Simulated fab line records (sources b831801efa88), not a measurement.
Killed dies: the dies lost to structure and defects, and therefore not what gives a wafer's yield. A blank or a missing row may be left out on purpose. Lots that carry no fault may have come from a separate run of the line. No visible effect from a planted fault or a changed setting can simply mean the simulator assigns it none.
Split-lot study :: flow gf180mcu :: 5 lots, 27 wafers read, on a route of 602 steps

## THE SPLIT
At GF_MIM_SPUTTER_09 (material TiN, target thk 35 nm, time 29.2 s), the setting time-s was moved away from the recipe's 29.2 s on 9 of the 27 wafers read, by -50.9% to +56.2%. The other wafers ran this setting at the recipe's value.

## FROM THE SPLIT TO THE READING: what the file shows between them, 5 steps
- GF_MIM_THK_MEAS_11: measures by xrf
- GF_MIM_DEHYDRATE_12: time 60 s
- GF_MIM_HMDS_13: prime time 60 s
- GF_MIM_PEB_17
- GF_MIM_DEVELOP_18: develop time 60 s

## THE READING
oes-product-au, in a.u., at GF_MIM_METAL_ETCH_19 (etches the open film in Cl2/BCl3, stops on Si3N4, target depth 324.5 nm, time 54.1 s). Typical for fault-free wafers on this fab line: 0.941 a.u., with standard deviation 0.0048 a.u.

wafer: L077.1
tool, chamber at the split: pvd-sputter-04, -
time-s as run, s: 45.6
against the recipe: +56.2%
oes-product-au, a.u.: 0.985
against lot-mates on the recipe: +0.042

wafer: L077.2
tool, chamber at the split: pvd-sputter-04, -
time-s as run, s: 45.6
against the recipe: +56.2%
oes-product-au, a.u.: 0.979
against lot-mates on the recipe: +0.036

wafer: L077.3
tool, chamber at the split: pvd-sputter-04, -
time-s as run, s: 29.2
against the recipe: recipe
oes-product-au, a.u.: 0.940
against lot-mates on the recipe: -

wafer: L077.4
tool, chamber at the split: pvd-sputter-04, -
time-s as run, s: 29.2
against the recipe: recipe
oes-product-au, a.u.: 0.946
against lot-mates on the recipe: -

wafer: L077.5
tool, chamber at the split: pvd-sputter-04, -
time-s as run, s: 45.6
against the recipe: +56.2%
oes-product-au, a.u.: 0.971
against lot-mates on the recipe: +0.028

wafer: L077.6
tool, chamber at the split: pvd-sputter-04, -
time-s as run, s: 29.2
against the recipe: recipe
oes-product-au, a.u.: 0.944
against lot-mates on the recipe: -

wafer: L079.3
tool, chamber at the split: pvd-sputter-04, -
time-s as run, s: 29.2
against the recipe: recipe
oes-product-au, a.u.: 0.947
against lot-mates on the recipe: -

wafer: L079.4
tool, chamber at the split: pvd-sputter-04, -
time-s as run, s: 29.2
against the recipe: recipe
oes-product-au, a.u.: 0.942
against lot-mates on the recipe: -

wafer: L079.6
tool, chamber at the split: pvd-sputter-04, -
time-s as run, s: 29.2
against the recipe: recipe
oes-product-au, a.u.: 0.940
against lot-mates on the recipe: -

wafer: L083.1
tool, chamber at the split: pvd-sputter-04, -
time-s as run, s: 29.2
against the recipe: recipe
oes-product-au, a.u.: 0.944
against lot-mates on the recipe: -

wafer: L083.2
tool, chamber at the split: pvd-sputter-04, -
time-s as run, s: 14.34
against the recipe: -50.9%
oes-product-au, a.u.: 0.919
against lot-mates on the recipe: -0.024

wafer: L083.3
tool, chamber at the split: pvd-sputter-04, -
time-s as run, s: 29.2
against the recipe: recipe
oes-product-au, a.u.: 0.942
against lot-mates on the recipe: -

wafer: L083.4
tool, chamber at the split: pvd-sputter-04, -
time-s as run, s: 29.2
against the recipe: recipe
oes-product-au, a.u.: 0.943
against lot-mates on the recipe: -

wafer: L083.5
tool, chamber at the split: pvd-sputter-04, -
time-s as run, s: 14.34
against the recipe: -50.9%
oes-product-au, a.u.: 0.905
against lot-mates on the recipe: -0.038

wafer: L083.6
tool, chamber at the split: pvd-sputter-04, -
time-s as run, s: 14.34
against the recipe: -50.9%
oes-product-au, a.u.: 0.905
against lot-mates on the recipe: -0.038

wafer: L084.1
tool, chamber at the split: pvd-sputter-01, -
time-s as run, s: 24.68
against the recipe: -15.5%
oes-product-au, a.u.: 0.933
against lot-mates on the recipe: -0.008

wafer: L084.2
tool, chamber at the split: pvd-sputter-01, -
time-s as run, s: 24.68
against the recipe: -15.5%
oes-product-au, a.u.: 0.936
against lot-mates on the recipe: -0.005

wafer: L084.3
tool, chamber at the split: pvd-sputter-01, -
time-s as run, s: 29.2
against the recipe: recipe
oes-product-au, a.u.: 0.941
against lot-mates on the recipe: -

wafer: L084.4
tool, chamber at the split: pvd-sputter-01, -
time-s as run, s: 29.2
against the recipe: recipe
oes-product-au, a.u.: 0.942
against lot-mates on the recipe: -

wafer: L084.5
tool, chamber at the split: pvd-sputter-01, -
time-s as run, s: 24.68
against the recipe: -15.5%
oes-product-au, a.u.: 0.932
against lot-mates on the recipe: -0.009

wafer: L084.6
tool, chamber at the split: pvd-sputter-01, -
time-s as run, s: 29.2
against the recipe: recipe
oes-product-au, a.u.: 0.941
against lot-mates on the recipe: -

wafer: L085.1
tool, chamber at the split: pvd-sputter-04, -
time-s as run, s: 29.2
against the recipe: recipe
oes-product-au, a.u.: 0.942
against lot-mates on the recipe: -

wafer: L085.2
tool, chamber at the split: pvd-sputter-04, -
time-s as run, s: 29.2
against the recipe: recipe
oes-product-au, a.u.: 0.933
against lot-mates on the recipe: -

wafer: L085.3
tool, chamber at the split: pvd-sputter-04, -
time-s as run, s: 29.2
against the recipe: recipe
oes-product-au, a.u.: 0.944
against lot-mates on the recipe: -

wafer: L085.4
tool, chamber at the split: pvd-sputter-04, -
time-s as run, s: 29.2
against the recipe: recipe
oes-product-au, a.u.: 0.939
against lot-mates on the recipe: -

wafer: L085.5
tool, chamber at the split: pvd-sputter-04, -
time-s as run, s: 29.2
against the recipe: recipe
oes-product-au, a.u.: 0.933
against lot-mates on the recipe: -

wafer: L085.6
tool, chamber at the split: pvd-sputter-04, -
time-s as run, s: 29.2
against the recipe: recipe
oes-product-au, a.u.: 0.941
against lot-mates on the recipe: -

THE FIT
A straight line over all 27 wafers: oes-product-au changes by +0.000637 a.u. for each +1% of time-s; r = +0.97; the points scatter about the line by 0.0044 a.u.
The same after taking each lot's own level away (the mean of its wafers on the recipe; 27 wafers): +0.000632 a.u. for each +1%; r = +0.97; scatter 0.0041 a.u.
The reading moves by 0.035 a.u. for the largest change in time-s, on that fit.
The lots' own levels span 0.9387 to 0.9433 a.u., that is 1.0 times the standard deviation above.
The two slopes are in agreement: the lot-to-lot level therefore moves the slope only a little.
Check: +0.0338 a.u. against its lot-mates is what the line predicts for one of the wafers moved furthest among these (+56.2%) when that wafer is left out of the fit. It came out at +0.0417 a.u. against them.

## THESE WAFERS: OTHER SPLITS
Note: prior to the reading, these wafers also went through further splits. Each is held against what the fit with the lots' levels taken away leaves over:
other split on the same wafers: GF_STI_CVD_03 time-s
wafers away from the commonest value: 12
r with oes-product-au (lot level and that fit taken away): -0.01

other split on the same wafers: GF_STI_WET_ETCH_17 time-s
wafers away from the commonest value: 18
r with oes-product-au (lot level and that fit taken away): +0.04

other split on the same wafers: GF_DUAL_GATE_OXIDATION_15 ox-time-s
wafers away from the commonest value: 21
r with oes-product-au (lot level and that fit taken away): -0.15

other split on the same wafers: GF_NSD_DEVELOP_06 develop-time-s
wafers away from the commonest value: 9
r with oes-product-au (lot level and that fit taken away): -0.21

other split on the same wafers: GF_M2_SPUTTER_04 time-s
wafers away from the commonest value: 6
r with oes-product-au (lot level and that fit taken away): -0.31

other split on the same wafers: GF_V2_SPUTTER_21 time-s
wafers away from the commonest value: 6
r with oes-product-au (lot level and that fit taken away): -0.14

other split on the same wafers: GF_V3_CVD_02 time-s
wafers away from the commonest value: 9
r with oes-product-au (lot level and that fit taken away): +0.19

other split on the same wafers: GF_V3_SPUTTER_21 time-s
wafers away from the commonest value: 9
r with oes-product-au (lot level and that fit taken away): -0.16

## THE WHOLE CHAIN: every reading that the file lists as answering this split, in the file's order
step: GF_MIM_SPUTTER_09
what it does: material TiN, target thk 35 nm, time 29.2 s
reading: TiN_of_MIM_SPUTTER_09.thk-nm (the simulator's own value, which no gauge read)
change (the file's fit): +0.353 nm for each +1% of the setting
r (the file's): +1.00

step: GF_MIM_THK_MEAS_11
what it does: measures by xrf
reading: MIM_ALCU_THK
change (the file's fit): -0.145 for each +1% of the setting
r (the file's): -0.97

step: GF_MIM_METAL_ETCH_19
what it does: etches the open film in Cl2/BCl3, stops on Si3N4, target depth 324.5 nm, time 54.1 s
reading: oes-product-au
change (the file's fit): +0.000635 a.u. for each +1% of the setting
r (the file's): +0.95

## THE FILE'S OWN FIT
oes-product-au changes by +0.000635 a.u. for each +1% of time-s, r = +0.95.
